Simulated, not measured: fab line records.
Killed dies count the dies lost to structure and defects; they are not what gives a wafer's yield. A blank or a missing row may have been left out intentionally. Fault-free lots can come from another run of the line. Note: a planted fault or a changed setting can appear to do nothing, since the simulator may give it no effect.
A lot that was struck, set against a sound lot | flow gf180mcu | 17 out of 602 route steps
Sound: the wafers L245.2, L245.5, L245.6. Struck: wafer L247.5 (L247.2, L247.6, from the same lot, were not struck and are left out); the cause is given at the end.
For every step that has rows: the tool of each side, followed by ch and its chambers, followed by its first start. Under that, the readings that differ: sound wafers | struck wafers | difference of the means | sigmas: that difference in standard deviations of wafers without a fault.
alike: same words and numbers on both sides, and readings whose means sit less than 2 such deviations apart. not compared: any withheld reading, any reading some wafer has no value for, any bound like >300 that may hide the same value, and any number with overlapping values for which the record gives no deviation.
The two part at a step that has a row with sigmas, a row that says differs or no value, or rows on one side only. Numbers that don't overlap but have no deviation are shown without sigmas and don't part them. Lack of a reading on every wafer of one side parts them only where that side has two or more wafers.

first, 2 steps without rows for these wafers: GF_CONTACT_PEB_12 (peb time 90 s); GF_CONTACT_DEVELOP_13 (develop time 60 s).
GF_CONTACT_CD_MEAS_14: target cd 220 nm.
  sound on cd_sem-02, day 20 00:23; struck on cd_sem-01, day 20 12:32
  alike: cd_nm
GF_CONTACT_OVL_MEAS_15:
  sound on overlay-02, day 20 00:30; struck on overlay-02, day 20 12:39
  alike: CONTACT_OVL
then, 1 step without rows for these wafers: GF_CONTACT_ETCH_16 (etches BARC in N2/H2).
GF_CONTACT_ETCH_17: etches SiO2 in C4F8/O2/Ar, stops on CoSi2, target depth 860 nm.
  sound: rie_diel-04 ch 0,1,3; struck: rie_diel-03 ch 1
  alike: oes_product_au, rf_fwd_power_W
GF_CONTACT_STRIP_18: strips in O2/N2.
  sound on plasma_asher-03 ch 0,1, day 20 00:41; struck on plasma_asher-02 ch 0, day 20 12:50
  reading                     | sound       | struck | difference | sigmas
  drypump_motor_current_A (A) | 4.6 5.6 4.6 | 6.2    | +1.3       | +3
  alike: heater_power_w, oes_product_au
  not compared: rf_hours_counter_h
then, 3 steps without rows for these wafers: GF_CONTACT_CLEAN_19 (cleans in SPM); GF_CONTACT_CLEAN_20 (cleans in DIW); GF_CONTACT_CLEAN_21 (cleans in dHF, time 20 s).
GF_CONTACT_SPUTTER_22: material Ti, target thk 15 nm, time 80.02 s.
  sound on pvd_sputter-02, day 20 01:01; struck on pvd_sputter-02, day 20 13:14
  alike: chamber_pressure_pa, throttle_valve_pct
GF_CONTACT_SPUTTER_23: material TiN, target thk 10 nm, time 40 s.
  sound on pvd_sputter-02, day 20 01:04; struck on pvd_sputter-02, day 20 13:17
  reading                  | sound             | struck | difference | sigmas
  chamber_pressure_pa (Pa) | 4.981 4.984 5.001 | 5.012  | +0.023     | +2
  alike: throttle_valve_pct
GF_CONTACT_CVD_24: deposits W, target thk 300 nm, time 90.339 s.
  sound on cvd_w-02 ch 0,1, day 20 01:07; struck on cvd_w-02 ch 1, day 20 13:20
  reading                               | sound             | struck | difference | sigmas
  chamber_pressure_Torr (Torr)          | 40.10 40.05 39.89 | 34.09  | -5.92      | -76
  model.W_of_CONTACT_CVD_24.thk_nm (nm) | 303.1 303.5 304.7 | 279.9  | -23.9      |
  alike: heater_power_w
GF_CONTACT_RS_MEAS_25: the measuring method here is four-point-probe.
  sound on film_metro-03, day 20 01:14; struck on film_metro-02, day 20 13:44
  reading               | sound             | struck | difference | sigmas
  CONTACT_W_RS (ohm/sq) | 0.379 0.377 0.377 | 0.409  | +0.031     | +4
  not compared: hold
GF_CONTACT_THK_MEAS_26: measures by xrf.
  sound on film_metro-03, day 20 01:20; struck on film_metro-02, day 20 16:45
  reading            | sound       | struck | difference | sigmas
  CONTACT_W_THK (nm) | 315 314 315 | 288    | -27        | -4
  not compared: hold
GF_CONTACT_CMP_27: polishes, stops on SiO2, t overpolish 15 s, target thk 0 nm.
  sound on cmp-02 ch 0,1,2, day 20 01:29; struck on cmp-02 ch 1, day 20 16:58
  alike: motor_current_A
  not compared: hold
next, for these wafers, 1 step has no rows: GF_PASSIVATION_PROBE_99.

== WHERE THEY PART ==
First at GF_CONTACT_STRIP_18; last, within this record, at GF_CONTACT_THK_MEAS_26. Later steps at which nothing parts them and some readings are alike: GF_CONTACT_CMP_27.

WHY: what had been put in by the simulator
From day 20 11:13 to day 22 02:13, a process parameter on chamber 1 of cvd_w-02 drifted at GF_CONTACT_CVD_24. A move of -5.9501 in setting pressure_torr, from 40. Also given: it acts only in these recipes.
